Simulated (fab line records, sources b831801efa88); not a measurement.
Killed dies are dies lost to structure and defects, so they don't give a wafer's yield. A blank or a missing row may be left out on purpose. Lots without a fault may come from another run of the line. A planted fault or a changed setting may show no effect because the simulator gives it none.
fab line records | flow sky130
record lots=12 wafers=36 last_day=50
route steps=708 shown SD_N@349 LI_CONTACT@363 LOCAL_INTERCONNECT@389
lots that met no fault: from a run of the same line without faults
start_h: hours from the record's first day to the start of the lot's first wafer shown | wait_h: hours since the lot's step before | " the same as in the row above | L1.1+2: a row that stands for several wafers | - no value, or no start given | * or withheld: withheld | < > ~ a bound
route shown NAME@n: a module of which the file shows steps, and the number in the route of the first | usual: mean/standard deviation of fault-free wafers | same: alike in all rows | chamber/n: place in a boat | sites: the reading at each site | _std_site: their standard deviation | _edge_site: outer sites' mean less inner sites' | radius_mm: how far each site lies from the wafer's centre | mask NAME#n: copy n | behind: the tool/chamber that last shaped the wafer | hold: why the lot was held/for how many hours/how that ended | device: the transistor (n, p or np) that didn't switch | end of line: the same wafers' tests at the end of the route | a step without rows: its recipe alone | killed: dies lost to structure and defects at the first sort, not the wafer's yield | map: a wafer's dies, x killed, . not, _ none there
set.NAME: the setting as run; set.NAME@STEP: as run at that earlier step | model.NAME: the simulator's own value behind a step, which no gauge read
steps of the route over a sample of lots; a table a step, a row a wafer
services: from which hour (start_h, from the record's first day; less than 0 if before it) a tool's chamber was out of use, for how many hours, and why
## steps
# step SKY_SD_N_CD_MEAS_07
# recipe target_cd_nm=380
# usual cd_nm=380.5/2.5
# columns lot.wafer tool chamber start_h wait_h cd_nm
L911.3 cd_sem-02 - 641.05 0.1 377.6
L911.4 " - " " 377.7
L911.5 " - " " 376.0
L912.3 cd_sem-01 - 653.20 0.1 375.8
L912.4 " - " " 376.1
L912.6 " - " " 376.0
L914.2 cd_sem-02 - 685.78 0.1 380.0
L914.4 " - " " 379.8
L914.5 " - " " 379.1
L916.4 cd_sem-01 - 690.37 0.1 384.1
L916.5 " - " " 381.4
L916.6 " - " " 383.4
L915.2 cd_sem-02 - 695.60 0.1 381.5
L915.3 " - " " 379.2
L915.4 " - " " 380.4
L924.2 cd_sem-02 - 755.35 0.1 384.0
L924.3 " - " " 382.4
L924.6 " - " " 381.4
L925.1 cd_sem-02 - 767.03 0.1 378.5
L925.2 " - " " 379.9
L925.6 " - " " 379.0
L927.1 cd_sem-01 - 778.91 0.1 379.0
L927.3 " - " " 378.6
L927.5 " - " " 378.1
L928.1 cd_sem-02 - 785.96 0.1 380.3
L928.2 " - " " 380.0
L928.6 " - " " 380.4
L929.1 cd_sem-01 - 790.88 0.1 379.5
L929.4 " - " " 380.2
L929.6 " - " " 380.8
L930.2 cd_sem-01 - 797.50 0.1 378.8
L930.4 " - " " 381.1
L930.6 " - " " 381.7
L934.1 cd_sem-02 - 826.56 0.1 382.3
L934.5 " - " " 382.9
L934.6 " - " " 380.9
# step SKY_LI_CONTACT_THK_MEAS_01
# recipe reads=PSG_of_LI_CONTACT_HDPCVD_00
# usual LI_CONTACT_HDPCVD_THK=933/10
# columns lot.wafer tool chamber start_h wait_h LI_CONTACT_HDPCVD_THK[nm]
L911.3 film_metro-01 - 642.37 0.1 933
L911.4 " - " " 931
L911.5 " - " " 938
L912.3 film_metro-01 - 654.50 0.1 950
L912.4 " - " " 937
L912.6 " - " " 948
L914.2 film_metro-03 - 687.11 0.1 912
L914.4 " - " " 929
L914.5 " - " " 930
L916.4 film_metro-04 - 691.68 0.0 916
L916.5 " - " " 928
L916.6 " - " " 925
L915.2 film_metro-03 - 696.94 0.1 943
L915.3 " - " " 943
L915.4 " - " " 936
L924.2 film_metro-01 - 756.75 0.1 937
L924.3 " - " " 939
L924.6 " - " " 941
L925.1 film_metro-04 - 768.35 0.1 945
L925.2 " - " " 957
L925.6 " - " " 949
L927.1 film_metro-04 - 780.28 0.1 937
L927.3 " - " " 936
L927.5 " - " " 939
L928.1 film_metro-04 - 787.29 0.1 928
L928.2 " - " " 912
L928.6 " - " " 917
L929.1 film_metro-01 - 792.20 0.1 904
L929.4 " - " " 922
L929.6 " - " " 911
L930.2 film_metro-03 - 798.81 0.1 928
L930.4 " - " " 931
L930.6 " - " " 938
L934.1 film_metro-01 - 827.88 0.1 940
L934.5 " - " " 945
L934.6 " - " " 936
# step SKY_LI_CONTACT_ETCH_14
# recipe chemistry=N2/H2 target=BARC ion_energy_ev=200 source_w=500 bias_w=100 pressure_mtorr=30 n2_flow_sccm=100 h2_flow_sccm=200 stop_on=SiO2 time_s=45.9 target_depth_a=600
# usual drypump_motor_current_A=5.5/0.46 oes_product_au=0.855/0.0051 run_length_s=74.3/0.32 throttle_valve_pct=13.227/0.0081
# columns lot.wafer tool chamber start_h wait_h drypump_motor_current_A oes_product_au rf_hours_counter_h run_length_s throttle_valve_pct
L911.3 rie_diel-01 3 671.64 0.0 4.8 0.861 14 73.9 13.224
L911.4 " 3 " " 4.8 0.864 - 74.1 13.232
L911.5 " 0 " " 6.0 0.855 - 74.4 13.238
L912.3 rie_diel-04 1 684.02 0.0 5.8 0.860 8 74.1 13.237
L912.4 " 0 " " 5.1 0.850 4 74.1 13.232
L912.6 " 3 " " 6.0 0.844 - 73.6 13.222
L914.2 rie_diel-01 0 715.63 0.0 6.0 0.852 2 74.7 13.236
L914.4 " 1 " " 6.0 0.860 - 74.2 13.223
L914.5 " 2 " " 5.9 0.863 - 74.4 13.218
L916.4 rie_diel-01 0 719.56 0.0 6.0 0.850 2 74.4 13.232
L916.5 " 0 " " 6.0 0.861 - 74.3 13.223
L916.6 " 1 " " 6.1 0.862 - 74.5 13.230
L915.2 rie_diel-02 1 726.02 0.0 5.0 0.862 32 74.0 13.216
L915.3 " 0 " " 5.4 0.845 - 74.7 13.230
L915.4 " 1 " " 5.0 0.858 - 74.3 13.232
L924.2 rie_diel-02 1 784.64 0.0 5.0 0.860 34 74.0 13.225
L924.3 " 0 " " 5.4 0.854 5 74.7 13.238
L924.6 " 3 " " 5.0 0.621 - 116.8 13.208
L925.1 rie_diel-02 3 795.67 0.0 5.0 0.632 2 117.4 13.215
L925.2 " 2 " " 5.9 0.856 28 74.4 13.231
L925.6 " 1 " " 5.0 0.862 - 74.5 13.230
L927.1 rie_diel-04 3 806.96 0.0 6.0 0.850 16 73.9 13.217
L927.3 " 0 " " 5.1 0.863 8 74.0 13.230
L927.5 " 1 " " 5.8 0.858 - 74.1 13.232
L928.1 rie_diel-01 0 814.17 0.0 6.1 0.855 4 74.5 13.212
L928.2 " 3 " " 4.8 0.849 16 73.9 13.231
L928.6 " 2 " " 5.9 0.845 - 74.3 13.232
L929.1 rie_diel-01 0 818.21 0.0 6.0 0.855 4 74.8 13.240
L929.4 " 1 " " 6.1 0.850 17 74.9 13.216
L929.6 " 3 " " 4.8 0.863 - 73.5 13.229
L930.2 rie_diel-04 2 825.91 0.0 5.1 0.863 27 74.4 13.232
L930.4 " 1 " " 5.8 0.857 14 74.0 13.256
L930.6 " 1 " " 5.8 0.859 - 74.8 13.239
L934.1 rie_diel-01 0 854.24 0.0 6.0 0.859 5 74.5 13.223
L934.5 " 1 " " 6.1 0.844 - 74.6 13.219
L934.6 " 2 " " 5.9 0.860 - 74.4 13.225
# step SKY_LI_CONTACT_STRIP_16
# recipe chemistry=O2/N2 power_w=1400 pressure_mtorr=1500 platen_temp_c=withheld o2_flow_sccm=3000 n2_flow_sccm=300 overash_fraction=0.5
# usual drypump_motor_current_A=5.35/0.29 oes_product_au=0.376/0.0046 strip_time_to_endpoint_s=3.499/0.03
# columns lot.wafer tool chamber start_h wait_h drypump_motor_current_A oes_product_au rf_hours_counter_h strip_time_to_endpoint_s
L911.3 plasma_asher-04 0 671.80 - 5.10 0.380 - 3.492
L911.4 " 1 " " 5.37 0.376 - 3.512
L911.5 " 1 " " 5.38 0.372 - 3.476
L912.3 plasma_asher-03 1 684.18 - 5.70 0.374 - 3.463
L912.4 " 0 " " 5.58 0.375 - 3.516
L912.6 " 1 " " 5.72 0.371 - 3.478
L914.2 plasma_asher-03 1 715.75 - 5.72 0.383 58 3.549
L914.4 " 1 " " 5.70 0.381 - 3.499
L914.5 " 1 " " 5.71 0.378 - 3.533
L916.4 plasma_asher-04 0 719.72 - 5.10 0.375 - 3.532
L916.5 " 0 " " 5.08 0.378 - 3.515
L916.6 " 1 " " 5.40 0.376 - 3.519
L915.2 plasma_asher-01 1 726.21 - 4.88 0.370 90 3.456
L915.3 " 0 " " 5.43 0.379 - 3.498
L915.4 " 1 " " 4.89 0.373 - 3.467
L924.2 plasma_asher-04 1 784.77 - 5.37 0.380 4 3.528
L924.3 " 1 " " 5.37 0.378 - 3.540
L924.6 " 1 " " 5.37 0.353 - 3.066
L925.1 plasma_asher-01 1 795.80 - 4.87 0.353 97 3.038
L925.2 " 0 " " 5.42 0.388 97 3.501
L925.6 " 1 " " 4.88 0.382 - 3.475
L927.1 plasma_asher-01 1 807.08 - 4.89 0.379 98 3.512
L927.3 " 0 " " 5.45 0.375 - 3.541
L927.5 " 1 " " 4.85 0.364 - 3.516
L928.1 plasma_asher-04 1 814.30 - 5.36 0.372 7 3.520
L928.2 " 0 " " 5.10 0.379 7 3.546
L928.6 " 1 " " 5.35 0.378 - 3.543
L929.1 plasma_asher-03 0 818.33 - 5.60 0.381 69 3.541
L929.4 " 1 " " 5.71 0.383 - 3.502
L929.6 " 0 " " 5.60 0.374 - 3.572
L930.2 plasma_asher-03 1 826.03 - 5.71 0.381 70 3.450
L930.4 " 1 " " 5.73 0.378 - 3.471
L930.6 " 1 " " 5.69 0.373 - 3.486
L934.1 plasma_asher-04 0 854.36 - 5.12 0.380 11 3.527
L934.5 " 1 " " 5.39 0.384 - 3.490
L934.6 " 0 " " 5.10 0.380 - 3.493
# step SKY_LOCAL_INTERCONNECT_THK_MEAS_02
# recipe thk_meas_gauge=xrf reads=TiN_of_LOCAL_INTERCONNECT_SPUTTER_00
# usual LOCAL_INTERCONNECT_TIN_THK=102.0/1.1
# columns lot.wafer tool chamber start_h wait_h LOCAL_INTERCONNECT_TIN_THK[nm]
L911.3 film_metro-01 - 673.00 0.1 101.2
L911.4 " - " " 100.9
L911.5 " - " " 100.6
L912.3 film_metro-02 - 685.56 0.1 103.2
L912.4 " - " " 103.2
L912.6 " - " " 104.1
L914.2 film_metro-03 - 717.00 0.1 104.9
L914.4 " - " " 103.0
L914.5 " - " " 103.7
L916.4 film_metro-01 - 721.11 0.1 100.8
L916.5 " - " " 101.2
L916.6 " - " " 100.4
L915.2 film_metro-01 - 727.44 0.1 102.8
L915.3 " - " " 102.8
L915.4 " - " " 103.5
L924.2 film_metro-02 - 786.00 0.1 101.2
L924.3 " - " " 100.5
L924.6 " - " " 100.5
L925.1 film_metro-03 - 797.40 0.1 103.5
L925.2 " - " " 104.0
L925.6 " - " " 102.9
L927.1 film_metro-03 - 808.30 0.1 104.4
L927.3 " - " " 103.2
L927.5 " - " " 103.1
L928.1 film_metro-01 - 815.53 0.1 101.8
L928.2 " - " " 102.2
L928.6 " - " " 102.1
L929.1 film_metro-02 - 819.59 0.1 101.8
L929.4 " - " " 101.4
L929.6 " - " " 100.9
L930.2 film_metro-02 - 827.30 0.1 101.9
L930.4 " - " " 101.7
L930.6 " - " " 102.3
L934.1 film_metro-03 - 855.58 0.1 101.8
L934.5 " - " " 101.2
L934.6 " - " " 101.6
## services
# columns tool chamber start_h hours kind
rie_diel-01 2 663.90 16.6 repair
plasma_asher-03 - 664.83 2.4 repair
rie_diel-02 1 682.16 4.2 repair
rie_diel-04 - 690.09 2.8 pm
rie_diel-01 0 694.52 5.6 repair
rie_diel-04 2 695.05 4.0 repair
rie_diel-04 0 696.78 2.6 repair
rie_diel-01 3 701.86 15.4 repair
rie_diel-02 0 705.45 3.9 repair
plasma_asher-01 - 705.47 2.8 pm
plasma_asher-03 - 711.42 1.4 repair
plasma_asher-01 - 718.46 6.4 repair
rie_diel-02 2 722.81 6.1 repair
rie_diel-02 - 727.16 0.4 repair
rie_diel-04 3 728.14 5.7 repair
plasma_asher-04 - 733.75 9.0 pm
rie_diel-02 - 739.14 3.0 repair
plasma_asher-03 - 750.34 0.6 repair
plasma_asher-01 - 752.36 7.1 repair
rie_diel-01 0 766.27 5.0 repair
plasma_asher-01 - 773.88 0.7 repair
rie_diel-04 2 779.01 3.4 repair
rie_diel-02 - 781.42 1.3 repair
rie_diel-02 1 847.20 6.3 repair
## key
first_sign step=SKY_LI_CONTACT_ETCH_14 reading=run_length_s direction=up sigmas=99+ usual=* struck=*
effect step=SKY_LI_CONTACT_ETCH_14 reading=oes_product_au direction=down sigmas=45 usual=0.855 struck=0.627
effect step=SKY_LI_CONTACT_STRIP_16 reading=strip_time_to_endpoint_s direction=down sigmas=15 usual=* struck=*
met_at SKY_LI_CONTACT_ETCH_14
struck_lots L924,L925
struck_wafers L924.6,L925.1
tester_left_out L924,L925
not_acting_at SKY_SD_N_CD_MEAS_07,SKY_LI_CONTACT_THK_MEAS_01,SKY_LOCAL_INTERCONNECT_THK_MEAS_02
fault kind=process_parameter_drift tool=rie_diel-02 chamber=3 onset_h=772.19 steps=SKY_LI_CONTACT_ETCH_14 channel=time_s offset=* shape=step end_h=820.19 acts_in=* stated=*
# tester_left_out: of these lots the tester's yield and bins aren't shown, on N5 and GAA mostly nor the transistor test; their killed dies are dies lost to structure and defects alone, not to doping, threshold or leakage, so they don't give the yield
